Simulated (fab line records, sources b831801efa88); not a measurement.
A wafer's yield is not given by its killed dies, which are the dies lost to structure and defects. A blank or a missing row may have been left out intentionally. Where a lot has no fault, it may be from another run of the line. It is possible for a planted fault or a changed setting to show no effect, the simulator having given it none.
Which of the tools did it? :: flow sky130 :: 11 lots with 33 wafers sampled at 5 steps, on a route of 708 steps

== WHAT THE GAUGES READ, wafer by wafer ==
SKY_CAPM_OVL_MEAS_12.
lot: L193
measured: day 38 07:06
on: overlay-01
CAPM_OVL (nm): 2.4 2.5 2.3

lot: L196
measured: day 39 11:19
on: overlay-01
CAPM_OVL (nm): 1.6 1.6 2.8

lot: L199
measured: day 40 04:54
on: overlay-02
CAPM_OVL (nm): -0.3 2.5 -1.2

lot: L202
measured: day 41 00:39
on: overlay-02
CAPM_OVL (nm): -0.4 0.4 -0.9

lot: L206
measured: day 42 05:15
on: overlay-02
CAPM_OVL (nm): 0.4 0.3 1.0

lot: L207
measured: day 42 15:22
on: overlay-02
CAPM_OVL (nm): -1.7 0.3 -2.7

lot: L208
measured: day 43 06:40
on: overlay-01
CAPM_OVL (nm): 1.0 1.4 1.3

lot: L209
measured: day 43 08:23
on: overlay-02
CAPM_OVL (nm): -1.3 1.7 -0.1

lot: L211
measured: day 43 10:36
on: overlay-02
CAPM_OVL (nm): 0.6 1.6 1.3

lot: L210
measured: day 43 12:40
on: overlay-01
CAPM_OVL (nm): 1.8 0.0 -0.2

lot: L212
measured: day 43 16:58
on: overlay-01
CAPM_OVL (nm): 2.4 2.4 1.1

SKY_VIA3_BOW_MEAS_03.
lot: L193
measured: day 39 09:11
on: film_metro-02
VIA3_BOW (um): 68 71 79

lot: L196
measured: day 40 14:18
on: film_metro-02
VIA3_BOW (um): 59 76 59

lot: L199
measured: day 41 07:50
on: film_metro-01
VIA3_BOW (um): 78 88 74

lot: L202
measured: day 42 02:16
on: film_metro-02
VIA3_BOW (um): 84 83 73

lot: L206
measured: day 43 07:05
on: film_metro-01
VIA3_BOW (um): 81 98 90

lot: L207
measured: day 43 16:11
on: film_metro-04
VIA3_BOW (um): 69 76 77

lot: L208
measured: day 44 08:07
on: film_metro-04
VIA3_BOW (um): 64 80 80

lot: L209
measured: day 44 08:57
on: film_metro-02
VIA3_BOW (um): 84 81 81

lot: L211
measured: day 44 11:59
on: film_metro-01
VIA3_BOW (um): 85 90 92

lot: L210
measured: day 44 14:05
on: film_metro-02
VIA3_BOW (um): 69 75 84

lot: L212
measured: day 44 18:18
on: film_metro-02
VIA3_BOW (um): 68 73 78

== EACH LOT AND THE TOOL THAT RAN IT (in order: tool; ch and the chambers of the sampled wafers; start) ==
lot: L193
SKY_METAL3_SPUTTER_01: pvd_sputter-03, day 37 04:56
SKY_METAL3_ETCH_16: rie_metal-03 ch 0,1, day 39 07:46
SKY_METAL3_STRIP_19: plasma_asher-03 ch 0,1, day 39 08:04

lot: L196
SKY_METAL3_SPUTTER_01: pvd_sputter-04, day 38 10:06
SKY_METAL3_ETCH_16: rie_metal-04 ch 0,1, day 40 12:45
SKY_METAL3_STRIP_19: plasma_asher-03 ch 0,1, day 40 13:03

lot: L199
SKY_METAL3_SPUTTER_01: pvd_sputter-04, day 39 04:38
SKY_METAL3_ETCH_16: rie_metal-03 ch 0,1, day 41 06:16
SKY_METAL3_STRIP_19: plasma_asher-04 ch 0,1, day 41 06:34

lot: L202
SKY_METAL3_SPUTTER_01: pvd_sputter-04, day 40 00:22
SKY_METAL3_ETCH_16: rie_metal-03 ch 0,1, day 42 00:50
SKY_METAL3_STRIP_19: plasma_asher-02 ch 0, day 42 01:08

lot: L206
SKY_METAL3_SPUTTER_01: pvd_sputter-01, day 41 05:02
SKY_METAL3_ETCH_16: rie_metal-02 ch 0,1, day 43 05:37
SKY_METAL3_STRIP_19: plasma_asher-02 ch 0, day 43 05:55

lot: L207
SKY_METAL3_SPUTTER_01: pvd_sputter-04, day 41 15:17
SKY_METAL3_ETCH_16: rie_metal-02 ch 0,1, day 43 14:45
SKY_METAL3_STRIP_19: plasma_asher-02 ch 0,1, day 43 15:03

lot: L208
SKY_METAL3_SPUTTER_01: pvd_sputter-04, day 42 08:09
SKY_METAL3_ETCH_16: rie_metal-02 ch 0,1, day 44 06:20
SKY_METAL3_STRIP_19: plasma_asher-04 ch 0,1, day 44 06:38

lot: L209
SKY_METAL3_SPUTTER_01: pvd_sputter-01, day 42 09:40
SKY_METAL3_ETCH_16: rie_metal-04 ch 0,1, day 44 07:28
SKY_METAL3_STRIP_19: plasma_asher-04 ch 0,1, day 44 07:46

lot: L211
SKY_METAL3_SPUTTER_01: pvd_sputter-03, day 42 10:56
SKY_METAL3_ETCH_16: rie_metal-03 ch 0,1, day 44 10:34
SKY_METAL3_STRIP_19: plasma_asher-02 ch 0,1, day 44 10:52

lot: L210
SKY_METAL3_SPUTTER_01: pvd_sputter-03, day 42 13:37
SKY_METAL3_ETCH_16: rie_metal-03 ch 1, day 44 12:28
SKY_METAL3_STRIP_19: plasma_asher-02 ch 0, day 44 12:46

lot: L212
SKY_METAL3_SPUTTER_01: pvd_sputter-03, day 42 18:02
SKY_METAL3_ETCH_16: rie_metal-02 ch 0,1, day 44 16:41
SKY_METAL3_STRIP_19: plasma_asher-02 ch 0,1, day 44 17:01
- SKY_METAL3_SPUTTER_01: material TiN, target thk 20 nm, time 16.7 s.
- SKY_METAL3_ETCH_16: etches BARC in N2/H2, stops on SiO2, time 88.2 s, target depth 60 nm.
- SKY_METAL3_STRIP_19: strips in O2/N2.

== WHAT THE TOOLS THEMSELVES READ (means of the sampled wafers that have a number; where no wafer has one, the mark that the record gives instead) ==
SKY_METAL3_SPUTTER_01.
lot: L193
tool: pvd_sputter-03
throttle_valve_pct (%): 30.2

lot: L196
tool: pvd_sputter-04
throttle_valve_pct (%): 29.4

lot: L199
tool: pvd_sputter-04
throttle_valve_pct (%): 29.5

lot: L202
tool: pvd_sputter-04
throttle_valve_pct (%): 30.7

lot: L206
tool: pvd_sputter-01
throttle_valve_pct (%): 29.7

lot: L207
tool: pvd_sputter-04
throttle_valve_pct (%): 30.8

lot: L208
tool: pvd_sputter-04
throttle_valve_pct (%): 30.3

lot: L209
tool: pvd_sputter-01
throttle_valve_pct (%): 29.5

lot: L211
tool: pvd_sputter-03
throttle_valve_pct (%): 30.3

lot: L210
tool: pvd_sputter-03
throttle_valve_pct (%): 29.3

lot: L212
tool: pvd_sputter-03
throttle_valve_pct (%): 30.1

SKY_METAL3_ETCH_16.
lot: L193
tool: rie_metal-03
drypump_motor_current_A (A): 5.64
oes_product_au (a.u.): 0.629
throttle_valve_pct (%): 13.214

lot: L196
tool: rie_metal-04
drypump_motor_current_A (A): 5.85
oes_product_au (a.u.): 0.629
throttle_valve_pct (%): 13.201

lot: L199
tool: rie_metal-03
drypump_motor_current_A (A): 5.63
oes_product_au (a.u.): 0.625
throttle_valve_pct (%): 13.206

lot: L202
tool: rie_metal-03
drypump_motor_current_A (A): 5.55
oes_product_au (a.u.): 0.624
throttle_valve_pct (%): 13.203

lot: L206
tool: rie_metal-02
drypump_motor_current_A (A): 5.44
oes_product_au (a.u.): 0.623
throttle_valve_pct (%): 13.205

lot: L207
tool: rie_metal-02
drypump_motor_current_A (A): 5.43
oes_product_au (a.u.): 0.627
throttle_valve_pct (%): 13.207

lot: L208
tool: rie_metal-02
drypump_motor_current_A (A): 5.24
oes_product_au (a.u.): 0.623
throttle_valve_pct (%): 13.204

lot: L209
tool: rie_metal-04
drypump_motor_current_A (A): 5.86
oes_product_au (a.u.): 0.629
throttle_valve_pct (%): 13.210

lot: L211
tool: rie_metal-03
drypump_motor_current_A (A): 5.58
oes_product_au (a.u.): 0.628
throttle_valve_pct (%): 13.210

lot: L210
tool: rie_metal-03
drypump_motor_current_A (A): 5.72
oes_product_au (a.u.): 0.626
throttle_valve_pct (%): 13.203

lot: L212
tool: rie_metal-02
drypump_motor_current_A (A): 5.47
oes_product_au (a.u.): 0.628
throttle_valve_pct (%): 13.206

SKY_METAL3_STRIP_19.
lot: L193
tool: plasma_asher-03
drypump_motor_current_A (A): 6.1
oes_product_au (a.u.): 0.497
strip_time_to_endpoint_s (s): 6.50

lot: L196
tool: plasma_asher-03
drypump_motor_current_A (A): 6.0
oes_product_au (a.u.): 0.508
strip_time_to_endpoint_s (s): 6.67

lot: L199
tool: plasma_asher-04
drypump_motor_current_A (A): 5.9
oes_product_au (a.u.): 0.502
strip_time_to_endpoint_s (s): 6.48

lot: L202
tool: plasma_asher-02
drypump_motor_current_A (A): 5.5
oes_product_au (a.u.): 0.509
strip_time_to_endpoint_s (s): 6.60

lot: L206
tool: plasma_asher-02
drypump_motor_current_A (A): 5.5
oes_product_au (a.u.): 0.506
strip_time_to_endpoint_s (s): 6.58

lot: L207
tool: plasma_asher-02
drypump_motor_current_A (A): 5.1
oes_product_au (a.u.): 0.499
strip_time_to_endpoint_s (s): 6.53

lot: L208
tool: plasma_asher-04
drypump_motor_current_A (A): 5.7
oes_product_au (a.u.): 0.503
strip_time_to_endpoint_s (s): 6.49

lot: L209
tool: plasma_asher-04
drypump_motor_current_A (A): 5.8
oes_product_au (a.u.): 0.511
strip_time_to_endpoint_s (s): 6.66

lot: L211
tool: plasma_asher-02
drypump_motor_current_A (A): 5.3
oes_product_au (a.u.): 0.501
strip_time_to_endpoint_s (s): 6.52

lot: L210
tool: plasma_asher-02
drypump_motor_current_A (A): 5.5
oes_product_au (a.u.): 0.503
strip_time_to_endpoint_s (s): 6.56

lot: L212
tool: plasma_asher-02
drypump_motor_current_A (A): 5.1
oes_product_au (a.u.): 0.501
strip_time_to_endpoint_s (s): 6.57

== THE ANSWER, worked out from the rows above alone ==
Rule: the lots themselves supply what counts as usual. The widest of any qualifying gaps counts: lots, ordered by their means at a reading, are off when they make up no more than a third of the lots, leave a main group of 4 or more, and stand apart from it by 3 or more times the standard deviation of that group's means. If all means in a main group match to the digits the tables above print for the reading, that group is not used. Also off: a lot with no number at a reading for which 4 or more lots have one. All remaining lots with rows at the step are treated as sound. Order of review: gauges by route order, followed by the tools' own readings, for which a lot's mean as printed above is used. At the first step where some lot is off, the reading lying furthest off is the one used; lots without a number count as furthest.
No lot is off at any reading shown: from this, nothing can be told.

== WHAT THE SIMULATOR HAD INSERTED ==
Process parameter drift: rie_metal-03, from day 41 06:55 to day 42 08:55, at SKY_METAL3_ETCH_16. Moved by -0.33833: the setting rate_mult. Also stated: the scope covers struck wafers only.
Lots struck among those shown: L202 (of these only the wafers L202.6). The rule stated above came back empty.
